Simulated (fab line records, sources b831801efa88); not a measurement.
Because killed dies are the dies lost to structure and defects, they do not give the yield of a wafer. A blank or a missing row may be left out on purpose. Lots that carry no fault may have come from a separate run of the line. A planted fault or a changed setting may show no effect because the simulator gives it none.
Which tool is to blame? / flow gf180mcu / 14 lots with 42 wafers sampled at 5 steps, on a route of 602 steps

== WHAT EACH GAUGE READ, for each wafer ==
Not one reading of a measure or inspect step in the record can be checked against a usual standard deviation.

== EACH LOT AND THE TOOL THAT RAN IT (in order: tool; ch and the chambers of the sampled wafers; start) ==
lot=L199; GF_MIM_SPUTTER_01=pvd_sputter-04, day 24 12:59; GF_MIM_SPUTTER_07=pvd_sputter-03, day 24 13:12; GF_MIM_SPUTTER_09=pvd_sputter-03, day 24 13:16; GF_M5_METAL_ETCH_10=rie_metal-01 ch 0,1, day 26 09:12; GF_M5_STRIP_11=plasma_asher-01 ch 0,1, day 26 09:20
lot=L201; GF_MIM_SPUTTER_01=pvd_sputter-02, day 25 05:13; GF_MIM_SPUTTER_07=pvd_sputter-04, day 25 05:25; GF_MIM_SPUTTER_09=pvd_sputter-04, day 25 05:29; GF_M5_METAL_ETCH_10=rie_metal-02 ch 1, day 27 00:32; GF_M5_STRIP_11=plasma_asher-04 ch 1, day 27 00:46
lot=L203; GF_MIM_SPUTTER_01=pvd_sputter-02, day 25 23:47; GF_MIM_SPUTTER_07=pvd_sputter-04, day 26 00:01; GF_MIM_SPUTTER_09=pvd_sputter-04, day 26 00:05; GF_M5_METAL_ETCH_10=rie_metal-04 ch 1, day 27 18:00; GF_M5_STRIP_11=plasma_asher-04 ch 1, day 27 18:08
lot=L204; GF_MIM_SPUTTER_01=pvd_sputter-03, day 26 08:21; GF_MIM_SPUTTER_07=pvd_sputter-02, day 26 08:34; GF_MIM_SPUTTER_09=pvd_sputter-02, day 26 08:38; GF_M5_METAL_ETCH_10=rie_metal-02 ch 0,1, day 28 01:56; GF_M5_STRIP_11=plasma_asher-04 ch 0,1, day 28 02:04
lot=L205; GF_MIM_SPUTTER_01=pvd_sputter-02, day 26 18:19; GF_MIM_SPUTTER_07=pvd_sputter-04, day 26 18:31; GF_MIM_SPUTTER_09=pvd_sputter-04, day 26 18:35; GF_M5_METAL_ETCH_10=rie_metal-04 ch 0,1, day 28 10:50; GF_M5_STRIP_11=plasma_asher-02 ch 0,1, day 28 10:58
lot=L206; GF_MIM_SPUTTER_01=pvd_sputter-04, day 27 02:03; GF_MIM_SPUTTER_07=pvd_sputter-02, day 27 02:16; GF_MIM_SPUTTER_09=pvd_sputter-02, day 27 02:20; GF_M5_METAL_ETCH_10=rie_metal-04 ch 0,1, day 28 18:18; GF_M5_STRIP_11=plasma_asher-04 ch 0,1, day 28 18:26
lot=L207; GF_MIM_SPUTTER_01=pvd_sputter-02, day 27 10:01; GF_MIM_SPUTTER_07=pvd_sputter-03, day 27 10:14; GF_MIM_SPUTTER_09=pvd_sputter-03, day 27 10:19; GF_M5_METAL_ETCH_10=rie_metal-04 ch 1, day 29 01:29; GF_M5_STRIP_11=plasma_asher-04 ch 0,1, day 29 01:37
lot=L208; GF_MIM_SPUTTER_01=pvd_sputter-04, day 27 21:52; GF_MIM_SPUTTER_07=pvd_sputter-03, day 27 22:04; GF_MIM_SPUTTER_09=pvd_sputter-03, day 27 22:08; GF_M5_METAL_ETCH_10=rie_metal-02 ch 0,1, day 29 13:08; GF_M5_STRIP_11=plasma_asher-02 ch 0,1, day 29 13:16
lot=L209; GF_MIM_SPUTTER_01=pvd_sputter-03, day 28 03:16; GF_MIM_SPUTTER_07=pvd_sputter-02, day 28 03:28; GF_MIM_SPUTTER_09=pvd_sputter-02, day 28 03:32; GF_M5_METAL_ETCH_10=rie_metal-01 ch 0,1, day 29 17:44; GF_M5_STRIP_11=plasma_asher-02 ch 0,1, day 29 17:52
lot=L210; GF_MIM_SPUTTER_01=pvd_sputter-02, day 28 05:01; GF_MIM_SPUTTER_07=pvd_sputter-04, day 28 05:14; GF_MIM_SPUTTER_09=pvd_sputter-04, day 28 05:18; GF_M5_METAL_ETCH_10=rie_metal-02 ch 0,1, day 29 20:11; GF_M5_STRIP_11=plasma_asher-04 ch 0,1, day 29 20:19
lot=L213; GF_MIM_SPUTTER_01=pvd_sputter-03, day 29 07:12; GF_MIM_SPUTTER_07=pvd_sputter-04, day 29 07:25; GF_MIM_SPUTTER_09=pvd_sputter-04, day 29 07:29; GF_M5_METAL_ETCH_10=rie_metal-02 ch 0,1, day 30 21:32; GF_M5_STRIP_11=plasma_asher-04 ch 0,1, day 30 21:40
lot=L215; GF_MIM_SPUTTER_01=pvd_sputter-03, day 29 16:41; GF_MIM_SPUTTER_07=pvd_sputter-02, day 29 16:54; GF_MIM_SPUTTER_09=pvd_sputter-02, day 29 16:58; GF_M5_METAL_ETCH_10=rie_metal-02 ch 0,1, day 31 05:39; GF_M5_STRIP_11=plasma_asher-04 ch 0, day 31 05:46
lot=L216; GF_MIM_SPUTTER_01=pvd_sputter-02, day 29 20:34; GF_MIM_SPUTTER_07=pvd_sputter-03, day 29 20:47; GF_MIM_SPUTTER_09=pvd_sputter-03, day 29 20:51; GF_M5_METAL_ETCH_10=rie_metal-02 ch 0,1, day 31 09:41; GF_M5_STRIP_11=plasma_asher-04 ch 0,1, day 31 09:49
lot=L219; GF_MIM_SPUTTER_01=pvd_sputter-03, day 30 18:40; GF_MIM_SPUTTER_07=pvd_sputter-02, day 30 18:53; GF_MIM_SPUTTER_09=pvd_sputter-02, day 30 18:57; GF_M5_METAL_ETCH_10=rie_metal-04 ch 0,1, day 32 06:21; GF_M5_STRIP_11=plasma_asher-01 ch 0,1, day 32 06:28
- GF_MIM_SPUTTER_01: material TiN, target thk 30 nm, time 25 s.
- GF_MIM_SPUTTER_07: material TiN, target thk 60 nm, time 50 s.
- GF_MIM_SPUTTER_09: material TiN, target thk 35 nm, time 29.2 s.
- GF_M5_METAL_ETCH_10: etches the open film in Cl2/BCl3, stops on SiO2, target depth 750.8 nm, time 125.1 s.
- GF_M5_STRIP_11: strips in O2/N2.

== AS READ BY THE TOOLS THEMSELVES (means over the sampled wafers that have a number; for cases with no such wafer, the mark the record gives instead) ==
GF_MIM_SPUTTER_01.
lot=L199; tool=pvd_sputter-04; chamber_pressure_pa (Pa)=0.3994; throttle_valve_pct (%)=29.4
lot=L201; tool=pvd_sputter-02; chamber_pressure_pa (Pa)=0.3997; throttle_valve_pct (%)=30.6
lot=L203; tool=pvd_sputter-02; chamber_pressure_pa (Pa)=0.4006; throttle_valve_pct (%)=30.7
lot=L204; tool=pvd_sputter-03; chamber_pressure_pa (Pa)=0.3999; throttle_valve_pct (%)=29.2
lot=L205; tool=pvd_sputter-02; chamber_pressure_pa (Pa)=0.4000; throttle_valve_pct (%)=30.9
lot=L206; tool=pvd_sputter-04; chamber_pressure_pa (Pa)=0.4001; throttle_valve_pct (%)=28.6
lot=L207; tool=pvd_sputter-02; chamber_pressure_pa (Pa)=0.4002; throttle_valve_pct (%)=31.4
lot=L208; tool=pvd_sputter-04; chamber_pressure_pa (Pa)=0.3997; throttle_valve_pct (%)=28.8
lot=L209; tool=pvd_sputter-03; chamber_pressure_pa (Pa)=0.3995; throttle_valve_pct (%)=29.2
lot=L210; tool=pvd_sputter-02; chamber_pressure_pa (Pa)=0.4002; throttle_valve_pct (%)=31.1
lot=L213; tool=pvd_sputter-03; chamber_pressure_pa (Pa)=0.3990; throttle_valve_pct (%)=29.4
lot=L215; tool=pvd_sputter-03; chamber_pressure_pa (Pa)=0.3997; throttle_valve_pct (%)=29.6
lot=L216; tool=pvd_sputter-02; chamber_pressure_pa (Pa)=0.4000; throttle_valve_pct (%)=30.1
lot=L219; tool=pvd_sputter-03; chamber_pressure_pa (Pa)=0.3996; throttle_valve_pct (%)=29.6

GF_MIM_SPUTTER_07.
lot=L199; tool=pvd_sputter-03; chamber_pressure_pa (Pa)=0.3991; throttle_valve_pct (%)=29.5
lot=L201; tool=pvd_sputter-04; chamber_pressure_pa (Pa)=0.4011; throttle_valve_pct (%)=28.4
lot=L203; tool=pvd_sputter-04; chamber_pressure_pa (Pa)=0.4007; throttle_valve_pct (%)=29.1
lot=L204; tool=pvd_sputter-02; chamber_pressure_pa (Pa)=0.3988; throttle_valve_pct (%)=30.7
lot=L205; tool=pvd_sputter-04; chamber_pressure_pa (Pa)=0.4003; throttle_valve_pct (%)=29.3
lot=L206; tool=pvd_sputter-02; chamber_pressure_pa (Pa)=0.4006; throttle_valve_pct (%)=30.8
lot=L207; tool=pvd_sputter-03; chamber_pressure_pa (Pa)=0.3998; throttle_valve_pct (%)=29.1
lot=L208; tool=pvd_sputter-03; chamber_pressure_pa (Pa)=0.4005; throttle_valve_pct (%)=29.7
lot=L209; tool=pvd_sputter-02; chamber_pressure_pa (Pa)=0.3994; throttle_valve_pct (%)=30.7
lot=L210; tool=pvd_sputter-04; chamber_pressure_pa (Pa)=0.4001; throttle_valve_pct (%)=29.2
lot=L213; tool=pvd_sputter-04; chamber_pressure_pa (Pa)=0.3997; throttle_valve_pct (%)=29.3
lot=L215; tool=pvd_sputter-02; chamber_pressure_pa (Pa)=0.3997; throttle_valve_pct (%)=30.6
lot=L216; tool=pvd_sputter-03; chamber_pressure_pa (Pa)=0.3993; throttle_valve_pct (%)=29.9
lot=L219; tool=pvd_sputter-02; chamber_pressure_pa (Pa)=0.3998; throttle_valve_pct (%)=30.4

GF_MIM_SPUTTER_09.
lot=L199; tool=pvd_sputter-03; chamber_pressure_pa (Pa)=0.4001; throttle_valve_pct (%)=29.8
lot=L201; tool=pvd_sputter-04; chamber_pressure_pa (Pa)=0.4009; throttle_valve_pct (%)=28.3
lot=L203; tool=pvd_sputter-04; chamber_pressure_pa (Pa)=0.3997; throttle_valve_pct (%)=29.1
lot=L204; tool=pvd_sputter-02; chamber_pressure_pa (Pa)=0.4005; throttle_valve_pct (%)=30.6
lot=L205; tool=pvd_sputter-04; chamber_pressure_pa (Pa)=0.4014; throttle_valve_pct (%)=29.2
lot=L206; tool=pvd_sputter-02; chamber_pressure_pa (Pa)=0.3997; throttle_valve_pct (%)=30.9
lot=L207; tool=pvd_sputter-03; chamber_pressure_pa (Pa)=0.4004; throttle_valve_pct (%)=29.0
lot=L208; tool=pvd_sputter-03; chamber_pressure_pa (Pa)=0.3997; throttle_valve_pct (%)=29.8
lot=L209; tool=pvd_sputter-02; chamber_pressure_pa (Pa)=0.3998; throttle_valve_pct (%)=30.7
lot=L210; tool=pvd_sputter-04; chamber_pressure_pa (Pa)=0.4006; throttle_valve_pct (%)=29.3
lot=L213; tool=pvd_sputter-04; chamber_pressure_pa (Pa)=0.3996; throttle_valve_pct (%)=29.0
lot=L215; tool=pvd_sputter-02; chamber_pressure_pa (Pa)=0.4004; throttle_valve_pct (%)=30.7
lot=L216; tool=pvd_sputter-03; chamber_pressure_pa (Pa)=0.4002; throttle_valve_pct (%)=29.8
lot=L219; tool=pvd_sputter-02; chamber_pressure_pa (Pa)=0.3993; throttle_valve_pct (%)=30.2

GF_M5_METAL_ETCH_10.
lot=L199; tool=rie_metal-01; chamber_pressure_mTorr (mTorr)=7.998; drypump_motor_current_A (A)=5.8; oes_product_au (a.u.)=0.979; throttle_valve_pct (%)=28.244
lot=L201; tool=rie_metal-02; chamber_pressure_mTorr (mTorr)=7.996; drypump_motor_current_A (A)=5.1; oes_product_au (a.u.)=0.993; throttle_valve_pct (%)=28.228
lot=L203; tool=rie_metal-04; chamber_pressure_mTorr (mTorr)=7.999; drypump_motor_current_A (A)=4.9; oes_product_au (a.u.)=0.994; throttle_valve_pct (%)=28.227
lot=L204; tool=rie_metal-02; chamber_pressure_mTorr (mTorr)=8.011; drypump_motor_current_A (A)=5.7; oes_product_au (a.u.)=0.985; throttle_valve_pct (%)=28.229
lot=L205; tool=rie_metal-04; chamber_pressure_mTorr (mTorr)=7.993; drypump_motor_current_A (A)=5.5; oes_product_au (a.u.)=0.996; throttle_valve_pct (%)=28.236
lot=L206; tool=rie_metal-04; chamber_pressure_mTorr (mTorr)=7.993; drypump_motor_current_A (A)=5.5; oes_product_au (a.u.)=0.991; throttle_valve_pct (%)=28.220
lot=L207; tool=rie_metal-04; chamber_pressure_mTorr (mTorr)=7.997; drypump_motor_current_A (A)=4.9; oes_product_au (a.u.)=0.990; throttle_valve_pct (%)=28.220
lot=L208; tool=rie_metal-02; chamber_pressure_mTorr (mTorr)=8.003; drypump_motor_current_A (A)=5.4; oes_product_au (a.u.)=0.989; throttle_valve_pct (%)=28.237
lot=L209; tool=rie_metal-01; chamber_pressure_mTorr (mTorr)=8.004; drypump_motor_current_A (A)=6.0; oes_product_au (a.u.)=0.985; throttle_valve_pct (%)=28.236
lot=L210; tool=rie_metal-02; chamber_pressure_mTorr (mTorr)=8.007; drypump_motor_current_A (A)=5.4; oes_product_au (a.u.)=0.990; throttle_valve_pct (%)=28.238
lot=L213; tool=rie_metal-02; chamber_pressure_mTorr (mTorr)=8.000; drypump_motor_current_A (A)=5.4; oes_product_au (a.u.)=0.988; throttle_valve_pct (%)=28.238
lot=L215; tool=rie_metal-02; chamber_pressure_mTorr (mTorr)=8.002; drypump_motor_current_A (A)=5.4; oes_product_au (a.u.)=0.878; throttle_valve_pct (%)=28.347
lot=L216; tool=rie_metal-02; chamber_pressure_mTorr (mTorr)=8.007; drypump_motor_current_A (A)=5.7; oes_product_au (a.u.)=0.930; throttle_valve_pct (%)=28.288
lot=L219; tool=rie_metal-04; chamber_pressure_mTorr (mTorr)=7.997; drypump_motor_current_A (A)=5.5; oes_product_au (a.u.)=0.992; throttle_valve_pct (%)=28.217

GF_M5_STRIP_11.
lot=L199; tool=plasma_asher-01; chamber_pressure_mTorr (mTorr)=1498.4; drypump_motor_current_A (A)=5.5; heater_power_w (W)=333; n2_flow_sccm (sccm)=299.2; o2_flow_sccm (sccm)=2991; oes_product_au (a.u.)=0.531; strip_time_to_endpoint_s (s)=7.11
lot=L201; tool=plasma_asher-04; chamber_pressure_mTorr (mTorr)=1499.0; drypump_motor_current_A (A)=5.7; heater_power_w (W)=338; n2_flow_sccm (sccm)=300.2; o2_flow_sccm (sccm)=3004; oes_product_au (a.u.)=0.524; strip_time_to_endpoint_s (s)=7.10
lot=L203; tool=plasma_asher-04; chamber_pressure_mTorr (mTorr)=1501.0; drypump_motor_current_A (A)=5.7; heater_power_w (W)=339; n2_flow_sccm (sccm)=298.9; o2_flow_sccm (sccm)=3001; oes_product_au (a.u.)=0.521; strip_time_to_endpoint_s (s)=7.03
lot=L204; tool=plasma_asher-04; chamber_pressure_mTorr (mTorr)=1499.0; drypump_motor_current_A (A)=6.2; heater_power_w (W)=300; n2_flow_sccm (sccm)=299.9; o2_flow_sccm (sccm)=2998; oes_product_au (a.u.)=0.521; strip_time_to_endpoint_s (s)=7.06
lot=L205; tool=plasma_asher-02; chamber_pressure_mTorr (mTorr)=1500.2; drypump_motor_current_A (A)=5.6; heater_power_w (W)=363; n2_flow_sccm (sccm)=299.3; o2_flow_sccm (sccm)=3005; oes_product_au (a.u.)=0.524; strip_time_to_endpoint_s (s)=7.02
lot=L206; tool=plasma_asher-04; chamber_pressure_mTorr (mTorr)=1501.4; drypump_motor_current_A (A)=6.2; heater_power_w (W)=300; n2_flow_sccm (sccm)=298.8; o2_flow_sccm (sccm)=3004; oes_product_au (a.u.)=0.523; strip_time_to_endpoint_s (s)=6.95
lot=L207; tool=plasma_asher-04; chamber_pressure_mTorr (mTorr)=1500.4; drypump_motor_current_A (A)=5.9; heater_power_w (W)=323; n2_flow_sccm (sccm)=299.0; o2_flow_sccm (sccm)=2998; oes_product_au (a.u.)=0.526; strip_time_to_endpoint_s (s)=7.02
lot=L208; tool=plasma_asher-02; chamber_pressure_mTorr (mTorr)=1500.9; drypump_motor_current_A (A)=5.6; heater_power_w (W)=358; n2_flow_sccm (sccm)=299.3; o2_flow_sccm (sccm)=3006; oes_product_au (a.u.)=0.527; strip_time_to_endpoint_s (s)=7.13
lot=L209; tool=plasma_asher-02; chamber_pressure_mTorr (mTorr)=1501.2; drypump_motor_current_A (A)=5.6; heater_power_w (W)=365; n2_flow_sccm (sccm)=300.5; o2_flow_sccm (sccm)=2998; oes_product_au (a.u.)=0.527; strip_time_to_endpoint_s (s)=7.10
lot=L210; tool=plasma_asher-04; chamber_pressure_mTorr (mTorr)=1501.3; drypump_motor_current_A (A)=6.2; heater_power_w (W)=297; n2_flow_sccm (sccm)=300.2; o2_flow_sccm (sccm)=2991; oes_product_au (a.u.)=0.523; strip_time_to_endpoint_s (s)=7.06
lot=L213; tool=plasma_asher-04; chamber_pressure_mTorr (mTorr)=1500.1; drypump_motor_current_A (A)=6.2; heater_power_w (W)=303; n2_flow_sccm (sccm)=300.2; o2_flow_sccm (sccm)=3001; oes_product_au (a.u.)=0.526; strip_time_to_endpoint_s (s)=7.08
lot=L215; tool=plasma_asher-04; chamber_pressure_mTorr (mTorr)=1500.8; drypump_motor_current_A (A)=6.4; heater_power_w (W)=281; n2_flow_sccm (sccm)=299.9; o2_flow_sccm (sccm)=2997; oes_product_au (a.u.)=0.545; strip_time_to_endpoint_s (s)=7.64
lot=L216; tool=plasma_asher-04; chamber_pressure_mTorr (mTorr)=1499.3; drypump_motor_current_A (A)=6.2; heater_power_w (W)=302; n2_flow_sccm (sccm)=299.7; o2_flow_sccm (sccm)=2988; oes_product_au (a.u.)=0.530; strip_time_to_endpoint_s (s)=7.33
lot=L219; tool=plasma_asher-01; chamber_pressure_mTorr (mTorr)=1500.0; drypump_motor_current_A (A)=5.7; heater_power_w (W)=341; n2_flow_sccm (sccm)=300.3; o2_flow_sccm (sccm)=3001; oes_product_au (a.u.)=0.523; strip_time_to_endpoint_s (s)=7.02

== THE ANSWER, worked out from the rows above alone ==
Rule: the lots themselves supply what counts as usual. The widest of any qualifying gaps counts: lots, ordered by their means at a reading, are off when they make up no more than a third of the lots, leave a main group of 4 or more, and stand apart from it by 3 or more times the standard deviation of that group's means. Not used: any main group whose means are identical at the precision the tables above print for the reading. A lot without any number at a reading at which 4 lots or more have one is off too. Where the step has rows for the other lots, those lots are counted as sound. After the gauges, taken in route order, come the tools' own readings; for these a lot's mean is taken, as printed above. The first step at which some lot is off is used, and at that step the reading that is off furthest; a lot without a number counts as furthest.
Off: L215, L216, at GF_M5_METAL_ETCH_10 (oes_product_au). Main group: mean 0.989 a.u., sd 0.0044.
A tool fits if, at that step or a process step before it, it ran every lot that is off, and no sound lot after the first of them. One fits: GF_M5_METAL_ETCH_10 on rie_metal-02. A fault onset in the window from L213 (day 30 21:32, its last sound lot) to L215 (day 31 05:39, its first lot off) fits.
The tool's own readings at GF_M5_METAL_ETCH_10 bear it out: on the lots that are off they differ by more than 5 times the standard deviation of the sound lots' means. oes_product_au reads 0.904 a.u. there against 0.989 a.u. on the sound lots; throttle_valve_pct reads 28.318 % there against 28.231 % on the sound lots.

== WHAT THE SIMULATOR HAD INSERTED ==
rie_metal-02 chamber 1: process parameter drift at GF_M5_METAL_ETCH_10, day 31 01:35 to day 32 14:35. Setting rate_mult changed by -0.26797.
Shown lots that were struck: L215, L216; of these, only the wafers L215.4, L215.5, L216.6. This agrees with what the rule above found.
